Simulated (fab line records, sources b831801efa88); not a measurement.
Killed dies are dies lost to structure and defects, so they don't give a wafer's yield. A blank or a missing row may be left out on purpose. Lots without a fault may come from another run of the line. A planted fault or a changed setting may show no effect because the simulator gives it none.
A struck lot beside a sound one | flow gf180mcu | 26 steps out of a route of 602
Sound: wafers L752.1, L752.2, L752.5. Struck: wafers L756.1, L756.2, L756.5. The cause comes at the end.
At each step with rows: each side's tool, then ch and its chambers, then its first start. Under that, the readings that differ: sound wafers | struck wafers | difference of the means | sigmas: that difference in standard deviations of wafers without a fault.
alike: readings whose means differ by less than 2 such deviations, and words and numbers that are the same on both sides. not compared: withheld readings, readings that some wafer has no value for, bounds like >300 that may hide the same value, and numbers for which the record gives no deviation and whose values overlap.
The two part at a step that has a row with sigmas, a row that says differs or no value, or rows on one side only. Numbers that don't overlap but have no deviation are shown without sigmas and don't part them. A reading that every wafer of one side lacks parts them only if that side has two wafers or more.

first, 5 steps without rows for these wafers: GF_HV_LDD_COAT_14 (resist thk 1000 nm); GF_HV_LDD_SOFTBAKE_15 (time 60 s); GF_HV_LDD_EXPOSE_16 (exposes mask Pplus LV AREA, target cd 400 nm); GF_HV_LDD_PEB_17; GF_HV_LDD_DEVELOP_18 (develop time 60 s).
GF_HV_LDD_CD_MEAS_19: target cd 400 nm.
  sound on cd_sem-01, day 15 01:09; struck on cd_sem-02, day 16 08:53
  alike: cd_nm
GF_HV_LDD_OVL_MEAS_20:
  sound on overlay-01, day 15 01:16; struck on overlay-01, day 16 09:00
  alike: HV_LDD_01_OVL
then, 1 step without rows for these wafers: GF_HV_LDD_IMPLANT_21.
GF_HV_LDD_STRIP_22: strips in O2/N2.
  sound on plasma_asher-01 ch 0,1, day 15 01:27; struck on plasma_asher-03 ch 0,1, day 16 09:11
  alike: drypump_motor_current_A, heater_power_w, oes_product_au, strip_time_to_endpoint_s
  not compared: rf_hours_counter_h
GF_HV_LDD_TW_MEAS_23:
  sound on film_metro-01, day 15 01:33; struck on film_metro-02, day 16 09:17
  reading     | sound          | struck         | difference | sigmas
  HV_LDD_2_TW | 1062 1068 1064 | 1043 1043 1041 | -22        | -2
then, 2 steps without rows for these wafers: GF_HV_LDD_DEHYDRATE_24 (time 60 s); GF_HV_LDD_HMDS_25 (prime time 60 s).
GF_HV_LDD_COAT_26: resist thk 1000 nm.
  sound on litho_track-02 ch 0, day 15 12:08; struck on litho_track-04 ch 0, day 16 20:36
  reading                                     | sound                | struck               | difference | sigmas
  spin_speed_rpm (rpm)                        | 3000.2 3000.7 2999.3 | 3090.9 3089.8 3093.0 | +91.2      | +43
  model.NOVOLAK_of_HV_LDD_COAT_26.thk_nm (nm) | 1001 1001 1004       | 987.3 986.7 983.4    | -16.2      |
  alike: exhaust_pa
then, 3 steps without rows for these wafers: GF_HV_LDD_SOFTBAKE_27 (time 60 s); GF_HV_LDD_EXPOSE_28 (exposes mask Nplus HV AREA, target cd 400 nm); GF_HV_LDD_PEB_29.
GF_HV_LDD_DEVELOP_30: develop time 60 s.
  sound on litho_track-03 ch 0, day 15 23:24; struck on litho_track-04 ch 0, day 17 07:51
  reading                                     | sound          | struck          | difference | sigmas
  model.NOVOLAK_of_HV_LDD_COAT_26.thk_nm (nm) | 1000 1001 1003 | 986.9 986.3 983 | -15.9      |
  alike: exhaust_pa
GF_HV_LDD_CD_MEAS_31: target cd 400 nm.
  sound on cd_sem-01, day 15 23:33; struck on cd_sem-01, day 17 08:00
  alike: cd_nm
GF_HV_LDD_OVL_MEAS_32:
  sound on overlay-01, day 15 23:40; struck on overlay-01, day 17 08:07
  alike: HV_LDD_02_OVL
then, 4 steps without rows for these wafers: GF_HV_LDD_IMPLANT_33; GF_HV_LDD_IMPLANT_34; GF_HV_LDD_IMPLANT_35; GF_HV_LDD_IMPLANT_36.
GF_HV_LDD_STRIP_37: strips in O2/N2.
  sound on plasma_asher-02 ch 0,1, day 16 00:18; struck on plasma_asher-02 ch 0,1, day 17 08:45
  reading                      | sound             | struck            | difference | sigmas
  strip_time_to_endpoint_s (s) | 12.63 12.64 12.68 | 12.49 12.48 12.42 | -0.19      | -6
  alike: drypump_motor_current_A, heater_power_w, oes_product_au
  not compared: rf_hours_counter_h
GF_HV_LDD_TW_MEAS_38:
  sound on film_metro-01, day 16 00:24; struck on film_metro-04, day 17 08:51
  alike: HV_LDD_3_TW
then, 1 step without rows for these wafers: GF_PASSIVATION_PROBE_99.

WHERE THEY PART
First at GF_HV_LDD_TW_MEAS_23; last, within this record, at GF_HV_LDD_STRIP_37. Later steps at which nothing parts them and some readings are alike: GF_HV_LDD_TW_MEAS_38.

WHY: what the simulator had put in
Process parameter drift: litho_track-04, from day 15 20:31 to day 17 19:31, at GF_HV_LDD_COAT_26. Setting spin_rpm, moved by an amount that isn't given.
